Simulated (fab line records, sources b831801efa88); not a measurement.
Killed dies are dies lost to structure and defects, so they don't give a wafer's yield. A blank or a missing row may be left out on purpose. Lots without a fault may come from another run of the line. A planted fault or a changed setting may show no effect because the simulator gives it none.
Which tool did it? | flow sky130 | 10 lots, 30 wafers sampled, at 2 steps of a route of 708

WHAT THE GAUGES READ, wafer by wafer
SKY_POLY_GATE_THK_MEAS_01. Usual: POLY_GATE_CVD_00_THK 180.8 nm, standard deviation 1.7.
lot  | measured     | on            | POLY_GATE_CVD_00_THK (nm) | flag
L185 | day 16 00:05 | film_metro-03 | 180.3 181.4 180.6         |
L186 | day 16 10:26 | film_metro-01 | 181.4 179.5 180.0         |
L188 | day 16 22:01 | film_metro-03 | 181.1 181.3 180.3         |
L189 | day 17 16:47 | film_metro-01 | 178.6 179.1 180.3         |
L190 | day 17 16:47 | film_metro-03 | 179.9 180.6 181.3         |
L191 | day 18 03:07 | film_metro-01 | 118.3 117.5 118.5         | OFF
L192 | day 18 10:59 | film_metro-01 | 116.7 117.7 116.9         | OFF
L200 | day 21 08:17 | film_metro-01 | 183.4 181.7 180.2         |
L201 | day 21 18:42 | film_metro-01 | 181.6 182.2 181.3         |
L202 | day 21 23:18 | film_metro-04 | 181.6 182.4 180.7         |

WHICH TOOL RAN EACH LOT (tool, then ch and the chambers of the sampled wafers, then the start)
lot  | SKY_POLY_GATE_CVD_00
L185 | lpcvd-01 ch 0, day 15 22:53
L186 | lpcvd-01 ch 1, day 16 09:12
L188 | lpcvd-01 ch 0, day 16 20:49
L189 | lpcvd-01 ch 1, day 17 15:35
L190 | lpcvd-01 ch 1, day 17 15:35
L191 | lpcvd-01 ch 0, day 18 01:55
L192 | lpcvd-01 ch 1, day 18 09:11
L200 | lpcvd-01 ch 0, day 21 07:04
L201 | lpcvd-01 ch 0, day 21 17:29
L202 | lpcvd-01 ch 1, day 21 22:06
- SKY_POLY_GATE_CVD_00: deposits poly-Si, target thk 180 nm, time 720 s.

WHAT THE TOOLS THEMSELVES READ (means of the sampled wafers that have a number; where no wafer has one, the mark that the record gives instead)
SKY_POLY_GATE_CVD_00. Usual: spike_tc_bottom_C 640.9 C, standard deviation 1.4; spike_tc_centre_C 620.4 C, standard deviation 1; spike_tc_lower_C 621.1 C, standard deviation 1.4; spike_tc_top_C 635.6 C, standard deviation 1.6; spike_tc_upper_C 620.2 C, standard deviation 1.5; susceptor_temp_C 620.01 C, standard deviation 0.28; zone_power_lower_pct 8.53 %, standard deviation 0.18.
lot  | tool     | spike_tc_bottom_C (C) | spike_tc_centre_C (C) | spike_tc_lower_C (C) | spike_tc_top_C (C) | spike_tc_upper_C (C) | susceptor_temp_C (C) | zone_power_lower_pct (%) | flag
L185 | lpcvd-01 | 639.9                 | 620.4                 | 619.9                | 633.2              | 617.6                | 620.28               | 8.71                     |
L186 | lpcvd-01 | 641.5                 | 619.7                 | 622.7                | 636.7              | 621.7                | 620.15               | 8.42                     |
L188 | lpcvd-01 | 639.4                 | 621.2                 | 619.8                | 634.2              | 619.2                | 619.90               | 8.88                     |
L189 | lpcvd-01 | 642.9                 | 619.4                 | 622.3                | 637.6              | 621.7                | 620.06               | 8.50                     |
L190 | lpcvd-01 | 642.7                 | 620.2                 | 622.2                | 637.0              | 621.4                | 619.81               | 8.36                     |
L191 | lpcvd-01 | 621.3                 | 602.0                 | 602.3                | 616.3              | 599.6                | 601.64               | 8.21                     | OFF
L192 | lpcvd-01 | 623.4                 | 601.6                 | 603.0                | 619.5              | 603.3                | 601.46               | 7.93                     | OFF
L200 | lpcvd-01 | 639.5                 | 619.9                 | 619.6                | 634.7              | 618.5                | 620.29               | 8.71                     |
L201 | lpcvd-01 | 639.5                 | 620.5                 | 619.6                | 633.8              | 619.2                | 619.77               | 8.76                     |
L202 | lpcvd-01 | 641.8                 | 620.6                 | 622.7                | 635.9              | 620.2                | 619.98               | 8.43                     |

THE ANSWER, worked out from the rows above alone
Rule: a lot is off if the mean of its wafers that have a number lies more than 3 standard deviations from the usual mean. A lot without any number at a reading at which 4 lots or more have one is off too. The other lots that the step has rows for count as sound. The gauges are gone through in route order, then the tools' own readings, and for those a lot's mean is taken as printed above. The first step at which some lot is off is used, and at that step the reading that is off furthest; a lot without a number counts as furthest.
Off: L191, L192, at SKY_POLY_GATE_THK_MEAS_01 (POLY_GATE_CVD_00_THK).
A tool fits if, at a process step before that reading, it ran every lot that is off, and no sound lot after the first of them. The gauges at SKY_POLY_GATE_THK_MEAS_01 aren't tried: what is off there is off at SKY_POLY_GATE_CVD_00 too, on other tools, and a gauge's error can't cause that. None of those tried fits.

WHAT THE SIMULATOR HAD PUT IN
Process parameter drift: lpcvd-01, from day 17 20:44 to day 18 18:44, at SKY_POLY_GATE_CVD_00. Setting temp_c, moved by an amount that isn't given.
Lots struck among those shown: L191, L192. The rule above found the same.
